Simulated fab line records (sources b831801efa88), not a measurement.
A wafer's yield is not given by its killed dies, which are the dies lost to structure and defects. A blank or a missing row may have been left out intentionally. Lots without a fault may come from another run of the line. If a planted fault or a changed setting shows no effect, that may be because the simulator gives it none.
Comparing a struck lot with a sound one -- flow sky130 -- 39 out of 708 route steps
Sound: the wafers L435.2, L435.4, L435.5. The struck wafers were L450.2, L450.3, L450.6. Last of all comes the cause.
Per side, at each step with rows, come the tool, then ch with its chambers, and then its first start. Under that, the readings that differ: sound wafers -- struck wafers -- difference of the means -- sigmas: that difference in standard deviations of wafers without a fault.
alike: a reading whose means differ by less than 2 such deviations, as well as words and numbers matching on both sides. not compared: withheld readings; readings where some wafer has no value; bounds like >300 that might hide an equal value; numbers whose values overlap and for which the record gives no deviation.
The two part at a step that has a row with sigmas, a row that says differs or no value, or rows on one side only. When numbers do not overlap yet have no deviation, they are printed without sigmas and do not part them. A reading that every wafer of one side lacks parts them only if that side has two wafers or more.

first, 10 steps without rows for these wafers: SKY_VIA4_STRIP_14 (strips in post etch residue remover, time 1200 s); SKY_VIA4_CLEAN_15 (cleans in IPA, time 180 s); SKY_VIA4_CLEAN_16 (cleans in O3/DIW); SKY_VIA4_SPUTTER_17 (material TiN, target thk 20 nm, time 80 s); SKY_VIA4_CVD_18 (deposits W, target thk 505 nm, time 152.14 s); SKY_VIA4_CMP_21 (polishes, stops on SiO2, t overpolish 25 s, target thk 0 nm); SKY_METAL5_SPUTTER_00 (material Ti, target thk 15 nm, time 10 s); SKY_METAL5_SPUTTER_01 (material TiN, target thk 20 nm, time 16.7 s); SKY_METAL5_SPUTTER_02 (material AlCu, target thk 1150 nm, time 61.2 s); SKY_METAL5_SPUTTER_03 (material Ti, target thk 5 nm, time 3.3 s).
SKY_METAL5_SPUTTER_04: material TiN, target thk 70 nm, time 58.3 s.
  sound on pvd_sputter-02 at day 44 05:03; struck on pvd_sputter-02 at day 48 05:53
  no value came back on the struck wafers for cathode_dc_power_W (W), chamber_pressure_pa (Pa), throttle_valve_pct (%), time_s (s); on the sound wafers cathode_dc_power_W (W) reads 6500.8 6501.8 6500.8
SKY_METAL5_RS_MEAS_05: a four-point-probe measurement.
  sound on film_metro-02 at day 44 05:07; struck on film_metro-03 at day 48 06:14
  alike: METAL5_ALCU_RS
  not compared: hold
SKY_METAL5_THK_MEAS_06: measures by xrf.
  sound on film_metro-02 at day 44 05:14; struck on film_metro-03 at day 48 08:35
reading,sound,struck,difference,sigmas
METAL5_ALCU_THK (nm),1179 1156 1166,1341 1366 1345,+184,+11
  not compared: hold
then, 7 steps without rows for these wafers: SKY_METAL5_HMDS_08 (prime time 60 s); SKY_METAL5_COAT_09 (resist thk 1800 nm); SKY_METAL5_SOFTBAKE_10 (time 60 s); SKY_METAL5_EXPOSE_11 (exposes mask MM5, target cd 1600 nm); SKY_METAL5_PEB_12; SKY_METAL5_DEVELOP_13 (develop time 60 s); SKY_METAL5_DESCUM_14 (chemistry O2, time 11 s).
SKY_METAL5_METAL_ETCH_15: etches the open film in Cl2/BCl3, stops on SiO2, target depth 1260 nm, time 252 s.
  sound on rie_metal-03 ch 0, day 45 03:19; struck on rie_metal-02 ch 0,1, day 49 00:13
reading,sound,struck,difference,sigmas
oes_product_au (a.u.),0.900 0.899 0.894,0.863 0.874 0.872,-0.028,-6
  alike: bcl3_flow_sccm, drypump_motor_current_A, throttle_valve_pct
  not compared: rf_hours_counter_h
then, 13 steps without rows for these wafers: SKY_METAL5_STRIP_16 (strips in O2/N2); SKY_METAL5_STRIP_17 (strips in post etch residue remover, time 1200 s); SKY_METAL5_CLEAN_18 (cleans in IPA, time 180 s); SKY_METAL5_CLEAN_19 (cleans in O3/DIW); SKY_PASSIVATION_CVD_00 (deposits SiO2, target thk 90 nm); SKY_PASSIVATION_CVD_02 (deposits Si3N4, target thk 540 nm); SKY_PASSIVATION_DEHYDRATE_04 (time 60 s); SKY_PASSIVATION_HMDS_05 (prime time 60 s); SKY_PASSIVATION_COAT_06 (resist thk 3000 nm); SKY_PASSIVATION_SOFTBAKE_07; SKY_PASSIVATION_EXPOSE_08 (exposes mask NSM, target cd 3000 nm); SKY_PASSIVATION_PEB_09; SKY_PASSIVATION_DEVELOP_10 (develop time 60 s).
SKY_PASSIVATION_ETCH_11: etches the open film in CF4/O2, stops on AlCu, target depth 725 nm, time 161.1 s.
  sound on rie_diel-04 ch 1,2,3, day 46 01:04; struck on rie_diel-01 ch 1,2,3, day 49 18:13
  alike: drypump_motor_current_A, oes_product_au, throttle_valve_pct
  not compared: rf_hours_counter_h, model.PASSIVATION.feature_depth_nm
then, 2 steps without rows for these wafers: SKY_PASSIVATION_STRIP_12 (strips in O2/N2); SKY_PAD_OPEN_DEHYDRATE_00 (time 60 s).
SKY_PAD_OPEN_ETCH_07: etches the open film in CF4/O2, stops on AlCu, target depth 725 nm, time 161.1 s.
  sound on rie_diel-03 ch 0,2,3, day 46 21:16; struck on rie_diel-02 ch 2,3, day 50 10:25
reading,sound,struck,difference,sigmas
model.PAD_OPEN.feature_depth_nm (nm),698.1 714.1 709.2,720.4 719.2 716,+11.4,
  alike: drypump_motor_current_A, oes_product_au, throttle_valve_pct
  not compared: rf_hours_counter_h
SKY_PAD_OPEN_PROBE_99:
  rows exist in the record for the struck wafers here (prober-01, day 50 12:47), but not for the sound ones

## WHERE THEY PART
Last at SKY_PAD_OPEN_PROBE_99 as far as this record goes, first at SKY_METAL5_SPUTTER_04.

WHY: the cause the simulator had injected
Whole step skipped at SKY_METAL5_SPUTTER_04 on pvd_sputter-02, starting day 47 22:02. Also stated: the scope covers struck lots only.
